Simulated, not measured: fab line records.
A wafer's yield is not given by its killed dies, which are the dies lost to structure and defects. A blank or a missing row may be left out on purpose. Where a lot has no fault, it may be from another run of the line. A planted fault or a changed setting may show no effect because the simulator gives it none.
Code-filled problem report in 8D (eight disciplines) form + flow sky130 + the parts of the form that need people (team, actions taken, sign-off) are left out

1. WHAT WENT WRONG
Mean LOCAL_INTERCONNECT_TIN_RS at SKY_LOCAL_INTERCONNECT_RS_MEAS_01: 10.32 ohm/sq over 4 wafers in 2 lots; fault-free wafers: 14.08 ohm/sq, standard deviation 0.14. Relative to the usual mean, that is a shift of -27 standard deviations.
The step: measures by four-point-probe.
The first sign was on wafer L899.1 at day 32 04:40, on film-metro-03. The record holds 18 wafers of 6 lots with a number at this step. By rule, "out" or "out of limits" means more than 4 standard deviations away from the usual mean. The rest of the wafers with a number are treated as sound.

2. WHAT IT IS, AND WHAT IT ISN'T
| question                    | is                             | is not                                                                                |
|-----------------------------|--------------------------------|---------------------------------------------------------------------------------------|
| which readings at this step | LOCAL_INTERCONNECT_TIN_RS      | -                                                                                     |
| which lots                  | L899, L900                     | L891, L906, L907, L909                                                                |
| which wafers of those lots  | L899.1, L899.4, L900.3, L900.6 | L899.6, L900.5                                                                        |
| read on which gauges        | film-metro-03, film-metro-04   | film-metro-02                                                                         |
| when                        | from day 32 04:40              | up to then (4 sound wafers); but 10 sound wafers of L900, L906, L907, L909 came after |

3. SUSPECTS, AND WHAT RULES EACH OUT
Counting: any tool at a process step up to the reading remains a suspect provided it ran every lot that is out. Sound lots after the first of them don't rule it out here, since some wafers of a struck lot are sound.
- the gauge at SKY_LOCAL_INTERCONNECT_RS_MEAS_01: ruled out. 2 gauges (film-metro-03, film-metro-04) read the wafers that are out.
- cmp-01 at SKY_LI_CONTACT_CMP_24 (polishes, stops on PSG, t overpolish 20 s, target thk 0 nm): kept. It ran every lot that is out, first L899 (day 32 04:18).
- pvd-sputter-04 at SKY_LOCAL_INTERCONNECT_SPUTTER_00 (material TiN, target thk 100 nm, time 83.3 s): kept. It ran every lot that is out, first L899 (day 32 04:36).
- Within cmp-01 at SKY_LI_CONTACT_CMP_24: the wafers that are out ran in chambers 1, 3; their sound lot-mates ran in chambers 0, 2.
After counting, cmp-01 at SKY_LI_CONTACT_CMP_24 and pvd-sputter-04 at SKY_LOCAL_INTERCONNECT_SPUTTER_00 remain.

4. THE CAUSE (what the simulator had put in)
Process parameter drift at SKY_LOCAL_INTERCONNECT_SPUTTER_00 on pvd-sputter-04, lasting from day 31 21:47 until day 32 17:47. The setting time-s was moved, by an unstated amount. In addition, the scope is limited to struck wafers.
This tool is one of the 2 suspects left after counting.

5. THE CHAIN OF EFFECTS, in route order
One row per reading whose mean, taken over the struck wafers that have a number, lies over 3 standard deviations from the usual. Scope: only readings with a usual standard deviation given in the record; hours: median across lots of the time from each lot's start at the first step in this table that gives one to its start at this step; sigmas: change in usual standard deviations.
| hours | step                                 | reading                    | usual        | on struck wafers | change | sigmas |
|-------|--------------------------------------|----------------------------|--------------|------------------|--------|--------|
| 0     | SKY_LOCAL_INTERCONNECT_RS_MEAS_01    | LOCAL_INTERCONNECT_TIN_RS  | 14.08 ohm/sq | 10.32            | -3.76  | -27    |
| 0     | SKY_LOCAL_INTERCONNECT_THK_MEAS_02   | LOCAL_INTERCONNECT_TIN_THK | 99.5 nm      | 134.2            | +34.7  | +32    |
| 27    | SKY_LOCAL_INTERCONNECT_METAL_ETCH_14 | oes-product-au             | 0.944 a.u.   | 1.000            | +0.056 | +7.7   |
| 27    | SKY_LOCAL_INTERCONNECT_METAL_ETCH_14 | throttle-valve-pct         | 21.898 %     | 21.867           | -0.031 | -3.2   |
Process steps it contains:
- SKY_LOCAL_INTERCONNECT_METAL_ETCH_14: etches TiN in Cl2/BCl3, stops on PSG, target depth 110 nm, time 31.4 s.
Later steps that measure or inspect, where all struck wafers having a row at the step show a number for every such reading and not one has moved that far: SKY_LOCAL_INTERCONNECT_CD_MEAS_11, SKY_LOCAL_INTERCONNECT_OVL_MEAS_12.

6. HOW IT WOULD HAVE BEEN CAUGHT EARLIER
Counted from the fault's start at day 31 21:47, it took 7 hours until the first out-of-limits reading at a measuring or inspecting step in this record, taken at day 32 04:40.
Tool readings at SKY_LOCAL_INTERCONNECT_SPUTTER_00 with a usual standard deviation given in the record: none out on any struck wafer, hence no alarm at a limit of 4 standard deviations on them.
Of the lots that are out (2), L900 began SKY_LOCAL_INTERCONNECT_SPUTTER_00 on pvd-sputter-04 after day 32 04:40. Putting the tool on hold at that point would have spared it.
